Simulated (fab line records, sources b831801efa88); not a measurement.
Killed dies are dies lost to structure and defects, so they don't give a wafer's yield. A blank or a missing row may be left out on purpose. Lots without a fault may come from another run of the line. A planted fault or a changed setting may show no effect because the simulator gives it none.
fab line records | flow sky130
record lots=5 wafers=15 last_day=50
route steps=708 shown VIA1@466 PAD_OPEN@708
lots that met no fault: from a run of the same line without faults
start_h: hours from the record's first day to the start of the lot's first wafer shown | wait_h: hours since the lot's step before | " the same as in the row above | L1.1+2: a row that stands for several wafers | - no value, or no start given | * or withheld: withheld | < > ~ a bound
route shown NAME@n: a module of which the file shows steps, and the number in the route of the first | usual: mean/standard deviation of fault-free wafers | same: alike in all rows | chamber/n: place in a boat | sites: the reading at each site | _std_site: their standard deviation | _edge_site: outer sites' mean less inner sites' | radius_mm: how far each site lies from the wafer's centre | mask NAME#n: copy n | behind: the tool/chamber that last shaped the wafer | hold: why the lot was held/for how many hours/how that ended | device: the transistor (n, p or np) that didn't switch | end of line: the same wafers' tests at the end of the route | a step without rows: its recipe alone | killed: dies lost to structure and defects at the first sort, not the wafer's yield | map: a wafer's dies, x killed, . not, _ none there
set.NAME: the setting as run; set.NAME@STEP: as run at that earlier step | model.NAME: the simulator's own value behind a step, which no gauge read
lots at some steps of the route; a table a step, a row a wafer
services: from which hour (start_h, from the record's first day; less than 0 if before it) a tool's chamber was out of use, for how many hours, and why
## steps
# step SKY_VIA1_SOFTBAKE_08
# recipe temp_c=100 time_s=90 resist=KrF-thick
# step SKY_VIA1_EXPOSE_09
# recipe mask_id=VIM na=0.8 source_shape=annular sigma_inner=0.55 sigma_outer=0.85 target_cd_nm=150 dose_mj=38
# step SKY_VIA1_PEB_10
# recipe peb_temp_c=withheld peb_time_s=withheld resist=KrF-thick
# step SKY_VIA1_DEVELOP_11
# recipe develop_time_s=60 resist=KrF-thick dev_temp_c=21
# step SKY_VIA1_CD_MEAS_12
# recipe target_cd_nm=150
# usual cd_nm=150.1/1.7
# columns lot.wafer tool chamber start_h wait_h cd_nm
L327.3 cd_sem-01 - 813.46 - 148.9
L327.4 " - " " 149.6
L327.6 " - " " 150.3
L328.2 cd_sem-01 - 821.29 - 149.4
L328.4 " - " " 149.0
L328.5 " - " " 149.1
L339.1 cd_sem-02 - 914.02 - 148.4
L339.3 " - " " 149.2
L339.4 " - " " 149.2
L341.1 cd_sem-02 - 918.96 - 151.2
L341.2 " - " " 148.8
L341.4 " - " " 149.1
L345.2 cd_sem-02 - 952.64 - 147.8
L345.4 " - " " 149.4
L345.6 " - " " 148.5
# step SKY_VIA1_OVL_MEAS_13
# usual VIA1_OVL=-2/5.8
# columns lot.wafer tool chamber start_h wait_h VIA1_OVL[nm]
L327.3 overlay-01 - 813.55 0.1 -11
L327.4 " - " " -16
L327.6 " - " " -14
L328.2 overlay-02 - 821.40 0.1 7
L328.4 " - " " 4
L328.5 " - " " 1
L339.1 overlay-02 - 914.14 0.1 4
L339.3 " - " " 5
L339.4 " - " " 10
L341.1 overlay-01 - 919.08 0.1 -2
L341.2 " - " " 2
L341.4 " - " " 5
L345.2 overlay-01 - 952.75 0.1 6
L345.4 " - " " 11
L345.6 " - " " 1
# step SKY_VIA1_ETCH_14
# recipe chemistry=N2/H2 target=BARC ion_energy_ev=200 source_w=500 bias_w=100 pressure_mtorr=30 n2_flow_sccm=100 h2_flow_sccm=200 stop_on=SiO2 time_s=45.9 target_depth_a=600
# usual bias_w=100.02/0.3 chamber_pressure_mTorr=29.998/0.025 drypump_motor_current_A=5.8/0.49 oes_product_au=0.855/0.0048 throttle_valve_pct=13.223/0.0084
# columns lot.wafer tool chamber start_h wait_h bias_w chamber_pressure_mTorr drypump_motor_current_A oes_product_au rf_hours_counter_h throttle_valve_pct
L327.3 rie_diel-01 0 813.58 0.0 100.28 30.015 5.4 0.860 10 13.218
L327.4 " 3 " " 99.36 30.005 5.6 0.857 12 13.234
L327.6 " 0 " " 100.33 29.981 5.4 0.857 - 13.211
L328.2 rie_diel-04 3 821.43 0.0 100.05 30.014 6.7 0.847 14 13.229
L328.4 " 0 " " 100.19 29.974 4.8 0.848 10 13.229
L328.5 " 2 " " 100.04 29.997 5.6 0.855 - 13.231
L339.1 rie_diel-01 2 914.18 0.0 99.58 29.983 5.1 0.851 19 13.239
L339.3 " 1 " " 99.86 29.991 6.0 0.847 19 13.227
L339.4 " 3 " " 100.03 29.982 5.6 0.851 14 13.237
L341.1 rie_diel-02 2 919.11 0.0 100.07 29.980 6.3 0.851 7 13.228
L341.2 " 1 " " 99.56 30.023 6.1 0.852 16 13.230
L341.4 " 3 " " 99.74 30.015 5.8 0.851 3 13.223
L345.2 rie_diel-01 1 952.78 0.0 100.28 30.028 6.0 0.859 20 13.211
L345.4 " 0 " " 100.01 29.976 5.4 0.854 - 13.226
L345.6 " 3 " " 100.08 29.958 5.6 0.854 - 13.231
# step SKY_VIA1_ETCH_15
# recipe target=SiO2 chemistry=C4F8/O2/Ar target_depth_nm=351 stop_on=TiN mask_material=KrF-thick source_w=1500 bias_w=1200 pressure_mtorr=40 c4f8_flow_sccm=withheld O2_flow_sccm=6 Ar_flow_sccm=300 time_s=54
# usual bias_w=1200/3.8 chamber_pressure_mTorr=40.00/0.035 oes_product_au=0.981/0.0052
# columns lot.wafer tool chamber start_h wait_h bias_w chamber_pressure_mTorr oes_product_au rf_hours_counter_h
L327.3 rie_diel-01 0 813.62 0.0 1204 40.02 0.981 10
L327.4 " 3 " " 1201 40.00 0.984 12
L327.6 " 0 " " 1204 40.03 0.979 -
L328.2 rie_diel-04 3 821.47 0.0 1199 39.93 0.980 14
L328.4 " 0 " " 1207 40.00 0.976 10
L328.5 " 2 " " 1195 40.00 0.986 -
L339.1 rie_diel-01 2 914.22 0.0 1200 39.96 0.983 19
L339.3 " 1 " " 1199 40.04 0.984 19
L339.4 " 3 " " 1198 39.95 0.976 14
L341.1 rie_diel-02 2 919.15 0.0 1202 40.10 0.978 7
L341.2 " 1 " " 1203 39.98 0.984 16
L341.4 " 3 " " 1194 40.05 0.974 3
L345.2 rie_diel-01 1 952.82 0.0 1205 40.00 0.985 20
L345.4 " 0 " " 1201 39.98 0.987 -
L345.6 " 3 " " 1209 39.95 0.975 -
# step SKY_VIA1_STRIP_16
# recipe chemistry=O2/N2 power_w=1400 pressure_mtorr=1500 platen_temp_c=withheld o2_flow_sccm=3000 n2_flow_sccm=300 overash_fraction=0.5
# usual chamber_pressure_mTorr=1500.0/1.4 drypump_motor_current_A=5.6/0.49 oes_product_au=0.416/0.0042 strip_time_to_endpoint_s=4.454/0.021
# columns lot.wafer tool chamber start_h wait_h chamber_pressure_mTorr drypump_motor_current_A oes_product_au rf_hours_counter_h strip_time_to_endpoint_s
L327.3 plasma_asher-02 1 813.70 0.1 1500.8 4.7 0.418 - 4.458
L327.4 " 0 " " 1499.4 5.7 0.420 - 4.467
L327.6 " 0 " " 1497.9 5.7 0.415 - 4.451
L328.2 plasma_asher-01 1 821.52 0.0 1497.5 5.3 0.419 72 4.448
L328.4 " 0 " " 1500.3 5.4 0.416 - 4.425
L328.5 " 1 " " 1502.1 5.3 0.412 - 4.428
L339.1 plasma_asher-02 1 914.27 0.0 1500.4 4.7 0.419 50 4.443
L339.3 " 0 " " 1499.6 5.7 0.413 - 4.487
L339.4 " 1 " " 1497.5 4.7 0.415 - 4.434
L341.1 plasma_asher-01 0 919.20 0.0 1499.1 5.4 0.417 81 4.457
L341.2 " 1 " " 1500.4 5.3 0.412 81 4.481
L341.4 " 1 " " 1499.3 5.3 0.421 - 4.518
L345.2 plasma_asher-01 0 952.87 0.0 1499.0 5.4 0.413 85 4.467
L345.4 " 0 " " 1498.9 5.4 0.414 - 4.479
L345.6 " 0 " " 1501.6 5.4 0.412 - 4.476
# step SKY_VIA1_STRIP_17
# recipe chemistry=post_etch_residue_remover time_s=1200 temp_c=72.5
# step SKY_VIA1_CLEAN_18
# recipe chemistry=IPA time_s=180 temp_c=25
# step SKY_VIA1_CLEAN_19
# recipe chemistry=O3/DIW dry=n2_spin
# step SKY_VIA1_SPUTTER_20
# recipe material=TiN target_thk_nm=20 chamber_pressure_pa=5 power_w=4000 time_s=80
# usual throttle_valve_pct=29.5/0.78
# columns lot.wafer tool chamber start_h wait_h throttle_valve_pct model.TiN_of_VIA1_SPUTTER_20.thk_nm
L327.3 pvd_sputter-04 - 814.30 0.0 31.7 19.6
L327.4 " - " " 29.9 19.66
L327.6 " - " " 29.9 19.62
L328.2 pvd_sputter-02 - 822.15 0.0 29.4 19.67
L328.4 " - " " 29.7 20.1
L328.5 " - " " 28.0 19.88
L339.1 pvd_sputter-02 - 914.86 0.0 29.7 24.83
L339.3 " - " " 29.8 19.68
L339.4 " - " " 28.3 19.5
L341.1 pvd_sputter-03 - 919.79 0.0 29.6 20.09
L341.2 " - " " 29.0 20.05
L341.4 " - " " 29.9 19.82
L345.2 pvd_sputter-03 - 953.49 0.0 29.8 20.14
L345.4 " - " " 29.7 19.75
L345.6 " - " " 30.4 20.03
# step SKY_VIA1_CVD_21
# recipe material=W target_thk_nm=270 time_s=80.902 temp_c=400 pressure_torr=40
# usual heater_power_w=850/51
# columns lot.wafer tool chamber start_h wait_h heater_power_w
L327.3 cvd_w-02 0 814.39 0.1 891
L327.4 " 1 " " 851
L327.6 " 0 " " 886
L328.2 cvd_w-02 1 822.21 0.0 841
L328.4 " 0 " " 898
L328.5 " 0 " " 890
L339.1 cvd_w-02 0 914.92 0.0 908
L339.3 " 1 " " 836
L339.4 " 0 " " 896
L341.1 cvd_w-01 1 919.85 0.0 842
L341.2 " 0 " " 774
L341.4 " 1 " " 864
L345.2 cvd_w-01 1 953.55 0.0 876
L345.4 " 1 " " 862
L345.6 " 0 " " 756
# step SKY_PAD_OPEN_PROBE_99
# usual defect_limited_yield=82.4/1.8 killed_at_M0_to_M3=43/7.8 killed_at_M4_up=3.2/1.7 killed_at_contacts=24/5.2 killed_at_front_end=15/4.5 killed_at_other=0.4/0.65 killed_dies=87/9.1 killed_open=47/7.3 killed_short=40/6.5 sort_bin_3_pad_short=0.9/0.46 sort_bin_5_function=10.4/1.5 sort_bin_6_memory=6.3/1 sort_n_pass=405/9.1 sort_yield_pct=82.4/1.8
# same gross_dies=492 killed_at_back_side=0 sort_bin_4_leakage[%]=0 sort_bin_8_speed[%]=0
# columns lot.wafer tool chamber start_h wait_h defect_limited_yield[%] killed_at_M0_to_M3 killed_at_M4_up killed_at_contacts killed_at_front_end killed_at_other killed_dies killed_open killed_short sort_bin_3_pad_short[%] sort_bin_5_function[%] sort_bin_6_memory[%] sort_n_pass sort_yield_pct[%]
L341.1 prober-02 - 1172.88 0.1 82.5 45 1 19 21 0 86 35 51 1.0 10.6 5.9 406 82.5
L341.2 prober-02 - 1172.93 0.1 79.1 50 6 32 15 0 103 50 53 1.2 11.8 7.9 389 79.1
L341.4 prober-02 - 1173.03 0.2 81.1 45 1 22 25 0 93 49 44 0.4 11.6 6.9 399 81.1
L345.2 prober-01 - 1194.21 0.1 81.9 51 1 21 16 0 89 58 31 0.8 10.8 6.5 403 81.9
L345.4 prober-01 - 1194.31 0.2 80.5 54 3 22 17 0 96 57 39 1.0 12.2 6.3 396 80.5
L345.6 prober-01 - 1194.41 0.2 79.3 53 5 30 14 0 102 49 53 1.4 11.4 7.9 390 79.3
# killed by level:class
L341.1 METAL2:geometric_particle:short=9 METAL1:geometric_particle:short=8 VIA2:geometric_particle:open=8 LOCAL_INTERCONNECT:geometric_particle:short=6 CONTACT:geometric_particle:open=6 VIA1:geometric_particle:short=6 FIELD_ISO:geometric_particle:open=5 POLY_GATE:geometric_particle:short=5
L341.2 CONTACT:geometric_particle:open=13 METAL1:geometric_particle:short=9 LI_CONTACT:geometric_particle:open=7 VIA1:geometric_particle:open=7 CONTACT:geometric_particle:short=6 METAL4:geometric_particle:short=6 VIA2:geometric_particle:short=6 VIA3:geometric_particle:open=5
L341.4 POLY_GATE:geometric_particle:short=10 VIA1:geometric_particle:open=8 LI_CONTACT:geometric_particle:open=8 CONTACT:geometric_particle:open=8 METAL2:geometric_particle:short=6 VIA2:geometric_particle:open=6 VIA3:geometric_particle:open=5 FIELD_ISO:geometric_particle:short=4
L345.2 METAL1:geometric_particle:short=10 VIA1:geometric_particle:open=9 VIA3:geometric_particle:open=9 VIA2:geometric_particle:open=8 CONTACT:geometric_particle:open=8 POLY_GATE:geometric_particle:open=5 LI_CONTACT:geometric_particle:open=5 LOCAL_INTERCONNECT:geometric_particle:short=4
L345.4 VIA1:geometric_particle:open=12 VIA3:geometric_particle:open=9 LOCAL_INTERCONNECT:geometric_particle:short=8 VIA2:geometric_particle:open=8 METAL1:geometric_particle:short=7 LI_CONTACT:geometric_particle:open=6 METAL1:geometric_particle:open=5 VIA1:geometric_particle:short=5
L345.6 CONTACT:geometric_particle:open=11 VIA1:geometric_particle:open=10 CONTACT:geometric_particle:short=9 VIA3:geometric_particle:short=8 METAL1:geometric_particle:short=7 VIA3:geometric_particle:open=7 FIELD_ISO:geometric_particle:short=5 METAL2:geometric_particle:short=5
## services
# columns tool chamber start_h hours kind
rie_diel-01 2 791.93 15.2 repair
rie_diel-02 3 797.92 - clean
rie_diel-02 3 797.92 24.0 scheduled_down
plasma_asher-02 - 799.19 0.6 repair
cvd_w-02 - 800.95 1.3 repair
rie_diel-04 1 814.86 4.7 repair
pvd_sputter-02 - 815.49 1.7 repair
rie_diel-01 3 818.91 7.6 repair
rie_diel-04 - 839.80 2.8 pm
pvd_sputter-03 - 841.88 4.9 repair
rie_diel-02 - 860.03 1.2 repair
rie_diel-04 1 866.37 7.2 repair
plasma_asher-01 - 879.00 2.3 repair
rie_diel-02 1 890.57 4.6 repair
rie_diel-04 0 895.37 4.6 repair
cvd_w-01 - 898.18 6.0 pm
rie_diel-02 - 898.53 0.5 repair
rie_diel-04 2 900.68 3.8 repair
plasma_asher-02 - 903.23 1.2 repair
cvd_w-01 - 904.18 14.0 pm
pvd_sputter-04 - 907.88 53.0 repair
pvd_sputter-02 - 920.56 5.9 repair
cvd_w-01 - 937.25 0.7 repair
rie_diel-01 2 947.22 28.2 repair
## key
first_sign none at tools or gauges
model_effect step=SKY_VIA1_SPUTTER_20 value=TiN_of_VIA1_SPUTTER_20.thk_nm without=19.73 struck=24.83
met_at SKY_VIA1_SPUTTER_20
struck_wafers L339.1
onset_between 822.15 914.86
fault kind=process_parameter_drift tool=pvd_sputter-02 chamber=- onset_h=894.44 steps=SKY_VIA1_SPUTTER_20 channel=time_s offset=* shape=step end_h=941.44 acts_in=* stated=* scope=struck_wafers_only
